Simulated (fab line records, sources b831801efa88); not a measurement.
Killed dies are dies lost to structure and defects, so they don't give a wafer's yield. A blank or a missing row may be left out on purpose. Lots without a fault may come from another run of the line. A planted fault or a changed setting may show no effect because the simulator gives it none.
A struck lot beside a sound one | flow sky130 | 16 steps out of a route of 708
Sound: wafers L456.2, L456.4, L456.5. Struck: wafers L453.1, L453.2. The cause comes at the end.
At each step with rows: each side's tool, then ch and its chambers, then its first start. Under that, the readings that differ: sound wafers | struck wafers | difference of the means | sigmas: that difference in standard deviations of wafers without a fault.
alike: readings whose means differ by less than 2 such deviations, and words and numbers that are the same on both sides. not compared: withheld readings, readings that some wafer has no value for, bounds like >300 that may hide the same value, and numbers for which the record gives no deviation and whose values overlap.
The two part at a step that has a row with sigmas, a row that says differs or no value, or rows on one side only. Numbers that don't overlap but have no deviation are shown without sigmas and don't part them. A reading that every wafer of one side lacks parts them only if that side has two wafers or more.

SKY_VIA1_CMP_02: polishes SiO2.
  sound on cmp-02 ch 0,1,3, day 38 03:39; struck on cmp-02 ch 0,2, day 36 16:05
  alike: edge_zone_pressure_frac, motor_current_A
SKY_VIA1_BOW_MEAS_03:
  sound on film_metro-03, day 38 03:58; struck on film_metro-02, day 36 16:23
  alike: VIA1_BOW
then, 8 steps without rows for these wafers: SKY_VIA1_DEHYDRATE_04 (time 60 s); SKY_VIA1_HMDS_05 (prime time 60 s); SKY_VIA1_COAT_06 (resist thk 60 nm); SKY_VIA1_COAT_07 (resist thk 450 nm); SKY_VIA1_SOFTBAKE_08 (time 90 s); SKY_VIA1_EXPOSE_09 (exposes mask VIM, target cd 150 nm); SKY_VIA1_PEB_10; SKY_VIA1_DEVELOP_11 (develop time 60 s).
SKY_VIA1_CD_MEAS_12: target cd 150 nm.
  sound on cd_sem-01, day 39 04:34; struck on cd_sem-02, day 37 18:57
  alike: cd_nm
SKY_VIA1_OVL_MEAS_13:
  sound on overlay-01, day 39 04:41; struck on overlay-02, day 37 19:04
  reading       | sound    | struck | difference | sigmas
  VIA1_OVL (nm) | -8 -3 -8 | 6 8    | +13        | +2
SKY_VIA1_ETCH_14: etches BARC in N2/H2, stops on SiO2, time 45.9 s, target depth 60 nm.
  sound on rie_diel-01 ch 0,3, day 39 04:43; struck on rie_diel-03 ch 1,3, day 37 19:07
  reading                                     | sound             | struck      | difference | sigmas
  oes_product_au (a.u.)                       | 0.857 0.851 0.855 | 0.968 0.966 | +0.113     | +20
  run_length_s (s)                            | 74.2 74.1 74.7    | 69.2 69.0   | -5.2       | -12
  model.KrF-thick_of_VIA1_COAT_07.thk_nm (nm) | 393.1 393.7 394.4 | 399.6 399   | +5.6       |
  alike: drypump_motor_current_A, throttle_valve_pct
  not compared: rf_hours_counter_h
SKY_VIA1_ETCH_15: etches SiO2 in C4F8/O2/Ar, stops on TiN, target depth 351 nm, time 54 s.
  sound on rie_diel-01 ch 0,3, day 39 04:45; struck on rie_diel-03 ch 1,3, day 37 19:09
  reading                                     | sound             | struck    | difference | sigmas
  model.KrF-thick_of_VIA1_COAT_07.thk_nm (nm) | 322.4 322.8 324.1 | 330 328.9 | +6         |
  alike: oes_product_au, run_length_s
  not compared: rf_hours_counter_h
SKY_VIA1_STRIP_16: strips in O2/N2.
  sound on plasma_asher-03 ch 0,1, day 39 04:48; struck on plasma_asher-02 ch 0,1, day 37 19:12
  reading                      | sound             | struck      | difference | sigmas
  strip_time_to_endpoint_s (s) | 4.472 4.456 4.474 | 4.543 4.528 | +0.068     | +3
  alike: drypump_motor_current_A, oes_product_au
  not compared: rf_hours_counter_h
then, 1 step without rows for these wafers: SKY_VIA1_STRIP_17 (strips in post etch residue remover, time 1200 s).

WHERE THEY PART
First at SKY_VIA1_OVL_MEAS_13; last, within this record, at SKY_VIA1_STRIP_16.

WHY: what the simulator had put in
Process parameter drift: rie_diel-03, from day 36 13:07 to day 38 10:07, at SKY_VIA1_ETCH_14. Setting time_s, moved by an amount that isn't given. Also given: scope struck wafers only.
